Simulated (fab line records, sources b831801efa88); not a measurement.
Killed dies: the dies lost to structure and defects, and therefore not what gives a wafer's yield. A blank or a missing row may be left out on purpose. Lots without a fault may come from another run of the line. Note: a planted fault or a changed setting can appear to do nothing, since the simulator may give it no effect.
fab line records    flow sfq_line
[record] lots = 5  wafers = 15  last_day = 79
route steps=325 shown L0@11 L0V@16
lots that met no fault: taken from a fault-free run of the same line
start_h: hours from the record's first day to the start of the lot's first wafer shown    wait_h: time in hours since the lot's previous step    " unchanged from the row above    L1.1+2: a single row standing in for several wafers    - either no value or no given start    * or withheld: withheld    < > ~ a bound
route shown NAME@n: a module of which the file shows steps, and the number in the route of the first    usual: mean/standard deviation taken from wafers without a fault    same: alike in all rows    chamber/n: place in a boat    sites: the reading at each site    _std_site: the standard deviation of these    _edge_site: outer sites' mean less inner sites'    radius_mm: how far each site lies from the wafer's centre    mask NAME#n: copy n    behind: the last tool/chamber to shape the wafer    hold: reason for holding the lot/hours on hold/outcome of the hold    device: which transistor (n, p or np) failed to switch    end of line: the route-end tests of the same wafers    a step with no rows: only its recipe    killed: dies that structure and defects cost at the first sort, which is not the same as the wafer's yield    map: a wafer's dies, x killed, . not, _ none there
set.NAME: the setting as run; set.NAME@STEP: as run at that earlier step    model.NAME: the simulator's own value behind a step, which no gauge read
certain route steps with their lots: each step a table, each wafer a row
services: the hour from which a tool's chamber was out of use, counted from the record's first day as start_h (under 0 if before that day), plus the number of hours and why
[[steps]]
[step SFQ_TRILAYER_L0_LITHO_DEVELOP_007]
[recipe] time_s = 60  resist = KrF
lot.wafer   tool            chamber  start_h  wait_h
L075.2+3+4  litho_track-01  0        67.20    0.1
L076.1+5+6  litho_track-01  0        72.07    0.1
L080.3+5+6  litho_track-02  0        97.12    0.1
L084.3+5+6  litho_track-01  0        120.70   0.1
L090.3+4+6  litho_track-03  0        154.30   0.1
[step SFQ_TRILAYER_L0_BARC_OPEN_METAL_ETCH_010]
[recipe] mask_material = PR  chemistry = O2  target_depth_nm = 125  target = BARC  icp_w = 600  bias_w = 80  pressure_mtorr = 10  time_s = 41.7
[usual] drypump_motor_current_A = 5.22/0.15  oes_product_au = 0.685/0.0047  rf_fwd_power_W = 594.8/2.4
lot.wafer  tool          chamber  start_h  wait_h  drypump_motor_current_A  oes_product_au  rf_fwd_power_W  rf_hours_counter_h
L075.2     rie_metal-01  1        67.32    0.1     5.16                     0.699           594.7           144
L075.3     "             1        "        "       5.15                     0.677           598.4           -
L075.4     "             0        "        "       5.07                     0.689           590.8           -
L076.1     rie_metal-03  1        72.22    0.1     5.40                     0.692           592.6           85
L076.5     "             1        "        "       5.39                     0.686           595.1           -
L076.6     "             0        "        "       5.31                     0.682           597.3           -
L080.3     rie_metal-01  1        97.26    0.1     5.14                     0.680           597.8           -
L080.5     "             1        "        "       5.15                     0.684           594.7           -
L080.6     "             1        "        "       5.16                     0.690           597.9           -
L084.3     rie_metal-01  1        120.82   0.1     5.16                     0.684           596.7           -
L084.5     "             0        "        "       5.07                     0.688           589.0           -
L084.6     "             1        "        "       5.16                     0.686           597.4           -
L090.3     rie_metal-03  0        154.42   0.1     5.30                     0.689           601.7           -
L090.4     "             1        "        "       5.41                     0.686           593.8           -
L090.6     "             1        "        "       5.42                     0.682           596.3           -
[step SFQ_TRILAYER_L0_ETCH_METAL_ETCH_008]
[recipe] target = MoNx_KI  stop_on = SiO2  mask_material = PR  chemistry = SF6/O2  target_depth_nm = 50  icp_w = 600  bias_w = 80  pressure_mtorr = 10  time_s = 25
[usual] drypump_motor_current_A = 5.22/0.15  oes_product_au = 0.871/0.0075  rf_fwd_power_W = 592.6/2.5
lot.wafer  tool          chamber  start_h  wait_h  drypump_motor_current_A  oes_product_au  rf_fwd_power_W  rf_hours_counter_h
L075.2     rie_metal-01  1        67.38    0.0     5.16                     0.877           593.1           144
L075.3     "             1        "        "       5.18                     0.879           592.3           -
L075.4     "             0        "        "       5.07                     0.876           586.5           -
L076.1     rie_metal-03  1        72.28    0.0     5.39                     0.875           591.8           85
L076.5     "             1        "        "       5.41                     0.870           591.5           -
L076.6     "             0        "        "       5.29                     0.885           593.0           -
L080.3     rie_metal-01  1        97.37    0.1     5.13                     0.888           595.3           -
L080.5     "             1        "        "       5.15                     0.864           593.3           -
L080.6     "             1        "        "       5.12                     0.870           598.1           -
L084.3     rie_metal-01  1        120.87   0.0     5.17                     0.871           593.4           -
L084.5     "             0        "        "       5.06                     0.867           590.4           -
L084.6     "             1        "        "       5.16                     0.865           592.8           -
L090.3     rie_metal-03  0        154.47   0.0     5.31                     0.871           591.3           -
L090.4     "             1        "        "       5.42                     0.868           591.8           -
L090.6     "             1        "        "       5.41                     0.873           587.9           -
[step SFQ_TRILAYER_L0_STRIP_STRIP_009]
[recipe] gas = O2  power_w = 200  platen_temp_c = 40  overash_fraction = 0.65  chemistry = O2  pressure_mtorr = 50
[usual] drypump_motor_current_A = 5.22/0.15  oes_product_au = 1.009/0.01
lot.wafer  tool          chamber  start_h  wait_h  drypump_motor_current_A  oes_product_au  rf_hours_counter_h
L075.2     rie_metal-01  1        67.43    0.0     5.16                     1.023           144
L075.3     "             1        "        "       5.15                     1.021           -
L075.4     "             0        "        "       5.07                     1.025           -
L076.1     rie_metal-03  1        72.33    0.0     5.41                     1.007           85
L076.5     "             1        "        "       5.41                     1.018           -
L076.6     "             0        "        "       5.30                     1.009           -
L080.3     rie_metal-01  1        97.83    0.4     5.18                     1.018           -
L080.5     "             1        "        "       5.18                     1.021           -
L080.6     "             1        "        "       5.17                     1.015           -
L084.3     rie_metal-01  1        121.10   0.2     5.17                     1.017           -
L084.5     "             0        "        "       5.06                     1.009           -
L084.6     "             1        "        "       5.14                     1.029           -
L090.3     rie_metal-03  0        154.70   0.2     5.32                     1.005           -
L090.4     "             1        "        "       5.40                     1.007           -
L090.6     "             1        "        "       5.43                     1.010           -
[step SFQ_TRILAYER_L0_STRIP_SOLV_CLEAN_010]
[recipe] chemistry = NMP  temp_c = 70  time_s = 600
lot.wafer   tool          chamber  start_h  wait_h
L075.2+3+4  wet_bench-01  0,6,2    68.03    0.4
L076.1+5+6  wet_bench-01  3,1,5    72.93    0.4
L080.3+5+6  wet_bench-03  0,4,7    98.63    0.6
L084.3+5+6  wet_bench-03  2,4,3    121.50   0.2
L090.3+4+6  wet_bench-02  6,5,7    155.10   0.2
[step SFQ_TRILAYER_L0_CAP_PECVD_011]
[recipe] material = SiO2  temp_c = 150  time_s = 13.333  pressure_torr = 2.4  rf_w = 183.3  precursor = SiH4/N2O  target_thk_nm = 60
[usual] heater_power_w = 82/16  rf_fwd_power_W = 180.5/1  showerhead_vpp_V = 868/34  throttle_valve_pct = 24.9/1.6
lot.wafer  tool      chamber  start_h  wait_h  heater_power_w  rf_fwd_power_W  showerhead_vpp_V  throttle_valve_pct
L075.2     pecvd-04  1        68.20    0.0     112             180.9           816               23.9
L075.3     "         0        "        "       76              180.5           808               25.0
L075.4     "         2        "        "       72              178.9           838               24.1
L076.1     pecvd-03  2        73.10    0.0     89              180.6           923               24.1
L076.5     "         0        "        "       98              180.0           850               23.1
L076.6     "         1        "        "       80              181.1           881               24.2
L080.3     pecvd-03  0        98.81    0.0     89              181.6           849               23.0
L080.5     "         1        "        "       79              181.0           866               24.4
L080.6     "         0        "        "       89              181.8           862               23.1
L084.3     pecvd-02  2        121.68   0.0     62              180.6           868               24.0
L084.5     "         2        "        "       62              181.3           851               24.5
L084.6     "         1        "        "       58              178.9           837               25.0
L090.3     pecvd-03  0        155.45   0.0     101             181.0           838               23.2
L090.4     "         0        "        "       100             180.1           848               23.3
L090.6     "         2        "        "       104             181.1           925               24.2
[step SFQ_TRILAYER_L0_VIA_LITHO_COAT_018]
[recipe] resist = BARC  spin_rpm = 3000  resist_thk_nm = 62
lot.wafer   tool            chamber  start_h  wait_h
L075.2+3+4  litho_track-04  0        68.48    0.3
L076.1+5+6  litho_track-01  0        73.13    0.0
L080.3+5+6  litho_track-01  0        98.93    0.1
L084.3+5+6  litho_track-01  0        121.80   0.1
L090.3+4+6  litho_track-01  0        155.58   0.1
[step SFQ_TRILAYER_L0_VIA_LITHO_COAT_013]
[recipe] resist = KrF  spin_rpm = 3000  resist_thk_nm = 650
lot.wafer   tool            chamber  start_h  wait_h
L075.2+3+4  litho_track-04  0        68.78    0.2
L076.1+5+6  litho_track-01  0        73.43    0.2
L080.3+5+6  litho_track-01  0        99.23    0.2
L084.3+5+6  litho_track-01  0        122.10   0.2
L090.3+4+6  litho_track-01  0        155.88   0.2
[step SFQ_TRILAYER_L0_VIA_LITHO_SOFTBAKE_017]
[recipe] temp_c = withheld  time_s = withheld  resist = KrF
lot.wafer   tool            chamber  start_h  wait_h
L075.2+3+4  litho_track-04  0        69.05    0.2
L076.1+5+6  litho_track-01  0        73.73    0.2
L080.3+5+6  litho_track-01  0        99.48    0.2
L084.3+5+6  litho_track-01  0        122.35   0.2
L090.3+4+6  litho_track-01  0        156.13   0.2
[step SFQ_TRILAYER_L0_VIA_LITHO_EXPOSE_014]
[recipe] mask_id = L0V  na = 0.6  source_shape = conventional  sigma_outer = 0.65  target_cd_nm = 700  dose_mj = 21.3
[usual] exposure_dose_mJ_cm2 = 21.307/0.022  stage_vel_mm_s = 500.00/0.24
[same] na = 0.6
lot.wafer  tool            chamber  start_h  wait_h  mask   exposure_dose_mJ_cm2  stage_vel_mm_s
L075.2     krf_scanner-02  0        104.13   -       L0V#0  21.293                499.80
L075.3     "               0        "        "       L0V#0  21.297                499.75
L075.4     "               0        "        "       L0V#0  21.287                500.37
L076.1     krf_scanner-02  0        106.33   -       L0V#0  21.329                500.34
L076.5     "               0        "        "       L0V#0  21.330                499.62
L076.6     "               0        "        "       L0V#0  21.302                499.92
L080.3     krf_scanner-02  0        137.48   -       L0V#0  21.321                500.13
L080.5     "               0        "        "       L0V#0  21.305                500.13
L080.6     "               0        "        "       L0V#0  21.311                499.91
L084.3     krf_scanner-02  0        156.68   -       L0V#0  21.299                500.01
L084.5     "               0        "        "       L0V#0  21.326                499.90
L084.6     "               0        "        "       L0V#0  21.314                499.83
L090.3     krf_scanner-02  0        193.88   -       L0V#0  21.303                500.39
L090.4     "               0        "        "       L0V#0  21.322                500.27
L090.6     "               0        "        "       L0V#0  21.291                499.67
[step SFQ_TRILAYER_L0_VIA_LITHO_PEB_016]
[recipe] peb_temp_c = 115  peb_time_s = 60  resist = KrF
[usual] plate_temp_C = 115.00/0.13
lot.wafer  tool            chamber  start_h  wait_h  plate_temp_C
L075.2     litho_track-04  0        105.15   0.8     114.98
L075.3     "               0        "        "       115.05
L075.4     "               0        "        "       115.01
L076.1     litho_track-02  0        107.53   1.0     115.09
L076.5     "               0        "        "       114.95
L076.6     "               0        "        "       115.06
L080.3     litho_track-01  0        138.33   0.7     115.03
L080.5     "               0        "        "       114.98
L080.6     "               0        "        "       115.05
L084.3     litho_track-02  0        157.53   0.7     114.97
L084.5     "               0        "        "       114.98
L084.6     "               0        "        "       114.74
L090.3     litho_track-02  0        194.73   0.7     115.17
L090.4     "               0        "        "       115.03
L090.6     "               0        "        "       115.13
[step SFQ_TRILAYER_L0_VIA_LITHO_DEVELOP_015]
[recipe] time_s = 60  resist = KrF
lot.wafer   tool            chamber  start_h  wait_h
L075.2+3+4  litho_track-04  0        105.30   0.1
L076.1+5+6  litho_track-02  0        107.68   0.1
L080.3+5+6  litho_track-01  0        138.48   0.1
L084.3+5+6  litho_track-02  0        157.68   0.1
L090.3+4+6  litho_track-02  0        194.88   0.1
[step SFQ_L0V_OVL_MEAS_903]
[usual] L0V_OVL = 4/5.9
lot.wafer  tool        chamber  start_h  wait_h  L0V_OVL[nm]
L075.2     overlay-01  -        105.43   0.1     4
L075.3     "           -        "        "       4
L075.4     "           -        "        "       4
L076.1     overlay-01  -        107.83   0.1     16
L076.5     "           -        "        "       17
L076.6     "           -        "        "       13
L080.3     overlay-01  -        138.59   0.1     17
L080.5     "           -        "        "       12
L080.6     "           -        "        "       17
L084.3     overlay-02  -        157.79   0.1     0
L084.5     "           -        "        "       -8
L084.6     "           -        "        "       1
L090.3     overlay-01  -        194.99   0.1     8
L090.4     "           -        "        "       4
L090.6     "           -        "        "       1
[step SFQ_TRILAYER_L0_VIA_BARC_OPEN_VIA_ETCH_021]
[recipe] mask_material = PR  chemistry = O2  target_depth_nm = 125  target = BARC  source_w = 500  bias_w = 80  pressure_mtorr = 30  time_s = 41.7
[usual] drypump_motor_current_A = 5.7/0.45  oes_product_au = 0.685/0.0049  rf_fwd_power_W = 494.7/2
lot.wafer  tool         chamber  start_h  wait_h  drypump_motor_current_A  oes_product_au  rf_fwd_power_W  rf_hours_counter_h
L075.2     rie_diel-03  2        105.46   0.0     5.7                      0.685           498.3           5
L075.3     "            3        "        "       5.9                      0.694           493.9           1
L075.4     "            1        "        "       5.4                      0.683           494.1           135
L076.1     rie_diel-01  0        107.86   0.0     5.6                      0.680           491.5           5
L076.5     "            2        "        "       5.8                      0.684           492.8           -
L076.6     "            3        "        "       6.2                      0.679           494.6           -
L080.3     rie_diel-01  0        138.61   0.0     5.6                      0.674           495.0           5
L080.5     "            3        "        "       6.2                      0.678           496.8           -
L080.6     "            2        "        "       5.8                      0.683           492.6           -
L084.3     rie_diel-04  1        157.81   0.0     6.6                      0.678           495.5           38
L084.5     "            1        "        "       6.6                      0.683           493.3           -
L084.6     "            0        "        "       5.7                      0.688           495.9           -
L090.3     rie_diel-04  3        195.01   0.0     5.3                      0.684           495.3           27
L090.4     "            1        "        "       6.5                      0.687           493.6           39
L090.6     "            0        "        "       5.7                      0.675           494.5           -
[[services]]
tool            chamber  start_h  hours  kind
wet_bench-01    -        56.77    2.5    repair
rie_diel-03     2        60.04    23.5   repair
rie_diel-04     -        60.97    0.7    repair
pecvd-03        1        60.98    7.2    repair
krf_scanner-02  -        62.03    1.3    pm
krf_scanner-02  -        74.13    1.0    pm
wet_bench-03    -        93.94    4.4    pm
rie_metal-01    0        96.67    -      clean
rie_metal-01    0        96.67    15.5   scheduled_down
rie_metal-01    0        96.67    15.5   vent_cycle
wet_bench-03    -        99.59    2.6    repair
wet_bench-02    -        106.06   1.1    repair
pecvd-03        -        108.87   0.9    repair
krf_scanner-02  -        117.13   0.8    pm
wet_bench-01    -        120.08   1.9    repair
pecvd-04        1        120.46   3.7    repair
rie_diel-01     0        120.74   9.9    repair
rie_diel-01     2        126.44   3.2    repair
rie_diel-04     1        128.12   5.8    repair
rie_diel-01     -        144.70   14.6   pm
rie_diel-01     -        159.30   28.1   pm
wet_bench-01    -        188.55   1.2    repair
[[key]]
fault none
